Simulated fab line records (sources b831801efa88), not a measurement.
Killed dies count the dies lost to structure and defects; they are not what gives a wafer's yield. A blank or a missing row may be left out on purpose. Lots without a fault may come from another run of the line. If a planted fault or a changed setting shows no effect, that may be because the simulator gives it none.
The tool behind it: which one? + flow gf180mcu + 36 wafers from 12 lots sampled at 2 of the route's 602 steps

== WHAT THE GAUGES SHOWED, per wafer ==
GF_V1_CD_MEAS_14: the cd target is 260 nm.
| lot  | measured     | on        | cd nm (nm)        |
|------|--------------|-----------|-------------------|
| L759 | day 18 11:53 | cd sem-01 | 260.1 259.8 259.9 |
| L761 | day 19 04:26 | cd sem-02 | 260.3 260.5 260.8 |
| L762 | day 19 15:36 | cd sem-02 | 259.7 260.6 260.4 |
| L763 | day 19 21:58 | cd sem-02 | 259.7 258.3 258.8 |
| L771 | day 22 13:05 | cd sem-02 | 260.7 260.1 279.4 |
| L774 | day 23 12:59 | cd sem-01 | 261.6 261.4 262.2 |
| L776 | day 24 08:41 | cd sem-02 | 260.0 260.4 261.0 |
| L777 | day 24 18:32 | cd sem-02 | 258.1 257.7 258.5 |
| L778 | day 24 20:08 | cd sem-01 | 262.4 262.0 262.0 |
| L780 | day 25 15:53 | cd sem-01 | 259.7 260.5 259.6 |
| L781 | day 25 17:56 | cd sem-02 | 259.8 258.9 258.7 |
| L782 | day 26 01:13 | cd sem-02 | 262.2 262.9 263.0 |

== WHAT TOOL EACH LOT RAN ON (gives the tool, then ch and the chambers of the sampled wafers, and finally the start) ==
| lot  | GF_V1_EXPOSE_11                   |
|------|-----------------------------------|
| L759 | krf scanner-02 ch 0, day 17 23:53 |
| L761 | krf scanner-02 ch 0, day 18 16:19 |
| L762 | krf scanner-02 ch 0, day 19 03:27 |
| L763 | krf scanner-01 ch 0, day 19 09:53 |
| L771 | krf scanner-01 ch 0, day 22 01:11 |
| L774 | krf scanner-02 ch 0, day 23 01:50 |
| L776 | krf scanner-02 ch 0, day 23 21:27 |
| L777 | krf scanner-02 ch 0, day 24 07:29 |
| L778 | krf scanner-02 ch 0, day 24 09:49 |
| L780 | krf scanner-01 ch 0, day 25 05:01 |
| L781 | krf scanner-01 ch 0, day 25 07:41 |
| L782 | krf scanner-02 ch 0, day 25 15:41 |
- GF_V1_EXPOSE_11: exposes mask Via1, target cd 260 nm.

== WHAT THE TOOLS THEMSELVES READ (means of the sampled wafers that have a number; where no wafer has one, the mark that the record gives instead) ==
The record holds no such reading with a usual standard deviation.

== THE ANSWER, worked out from the rows above alone ==
Rule: the usual values come from the lots themselves. The widest of any qualifying gaps counts: lots, ordered by their means at a reading, are off when they make up no more than a third of the lots, leave a main group of 4 or more, and stand apart from it by 3 or more times the standard deviation of that group's means. A main group whose means are all the same, to the digits that the tables above print for the reading, isn't used. Also off: a lot with no number at a reading for which 4 or more lots have one. All remaining lots with rows at the step are treated as sound. After the gauges, taken in route order, come the tools' own readings; for these a lot's mean is taken, as printed above. At the first step where some lot is off, the reading lying furthest off is the one used; lots without a number count as furthest.
Off: L771, at GF_V1_CD_MEAS_14 (cd nm). The main group: mean 260.3 nm, standard deviation 1.3.
If a tool, at a process step before that reading, ran all the lots that are off and no sound lot after the first of them, it fits. Those tools and the gauges at GF_V1_CD_MEAS_14 are tried in the same way. Not one of the candidates tried fits.

== WHAT WAS PUT IN BY THE SIMULATOR ==
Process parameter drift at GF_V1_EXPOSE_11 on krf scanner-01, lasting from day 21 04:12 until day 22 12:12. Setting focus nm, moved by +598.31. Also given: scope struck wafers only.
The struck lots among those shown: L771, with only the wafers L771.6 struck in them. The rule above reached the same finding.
